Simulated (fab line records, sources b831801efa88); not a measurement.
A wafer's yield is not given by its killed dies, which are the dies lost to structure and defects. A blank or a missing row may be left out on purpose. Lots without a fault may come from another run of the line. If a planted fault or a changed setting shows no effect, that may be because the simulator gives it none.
Struck lot and sound lot, side by side	flow gf180mcu	14 steps out of a route of 602
Sound: wafers L932.2, L932.5, L932.6. Wafers L922.1, L922.3, L922.4 were the ones struck. The cause comes at the end.
Each step with rows lists, per side, the tool, then ch with its chambers, then its first start. Under that, the readings that differ: sound wafers	struck wafers	difference of the means	sigmas: that difference in standard deviations of wafers without a fault.
alike: readings with means less than 2 such deviations apart, plus words and numbers identical on both sides. not compared: withheld readings, readings lacking a value on some wafer, bounds such as >300 that could conceal the same value, and numbers that have no deviation in the record and whose values overlap.
A row with sigmas, a row that says differs or no value, or rows on one side alone: a step with any of these is where the two part. When numbers do not overlap yet have no deviation, they are printed without sigmas and do not part them. A reading that every wafer of one side lacks parts them only if that side has two wafers or more.

GF_VT_IMPLANT_RS_MEAS_47: a four-point-probe measurement.
  sound on film-metro-02, day 13 04:28; struck on film-metro-02, day 10 10:45
  alike: NWELL_RS
GF_VT_IMPLANT_RS_MEAS_48: a four-point-probe measurement.
  sound on film-metro-02, day 13 04:35; struck on film-metro-02, day 10 10:52
  alike: LVPWELL_RS
GF_VT_IMPLANT_RS_MEAS_49: a four-point-probe measurement.
  sound on film-metro-02, day 13 04:42; struck on film-metro-02, day 10 10:59
  alike: MVPSD_RS
then, 4 steps without rows for these wafers: GF_VT_IMPLANT_WET_ETCH_50 (etches SiO2 in dHF, target depth 20 nm, time 400 s); GF_DUAL_GATE_CLEAN_00 (cleans in SC1/SC2, time 150 s); GF_DUAL_GATE_CLEAN_01 (cleans in dHF, time 20 s); GF_DUAL_GATE_OXIDATION_02 (stabilise 600 s, purge 300 s, target thk 10.887 nm).
GF_DUAL_GATE_THK_MEAS_03:
  sound on film-metro-02, day 13 08:25; struck on film-metro-01, day 10 14:07
  alike: DUAL_GATE_OXIDATION_00_THK
then, 4 steps without rows for these wafers: GF_DUAL_GATE_DEHYDRATE_04 (time 60 s); GF_DUAL_GATE_HMDS_05 (prime time 60 s); GF_DUAL_GATE_COAT_06 (resist thk 1000 nm); GF_DUAL_GATE_SOFTBAKE_07 (time 60 s).
GF_DUAL_GATE_EXPOSE_08: exposes mask Dualgate, target cd 700 nm.
  sound on iline-stepper-01 ch 0, day 13 18:34; struck on iline-stepper-01, day 10 23:15
  no value came back on the struck wafers for exposure-dose-mJ-cm2, focus-offset-nm (nm); on the sound wafers exposure-dose-mJ-cm2 reads 140.00 139.97 140.09
  alike: mask
next, for these wafers, 1 step has no rows: GF_DUAL_GATE_PEB_09.

== WHERE THEY PART ==
Only at GF_DUAL_GATE_EXPOSE_08, as far as this record shows.

WHY: what had been put in by the simulator
Entire step skipped (iline-stepper-01, GF_DUAL_GATE_EXPOSE_08), from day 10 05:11 onward. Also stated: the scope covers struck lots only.
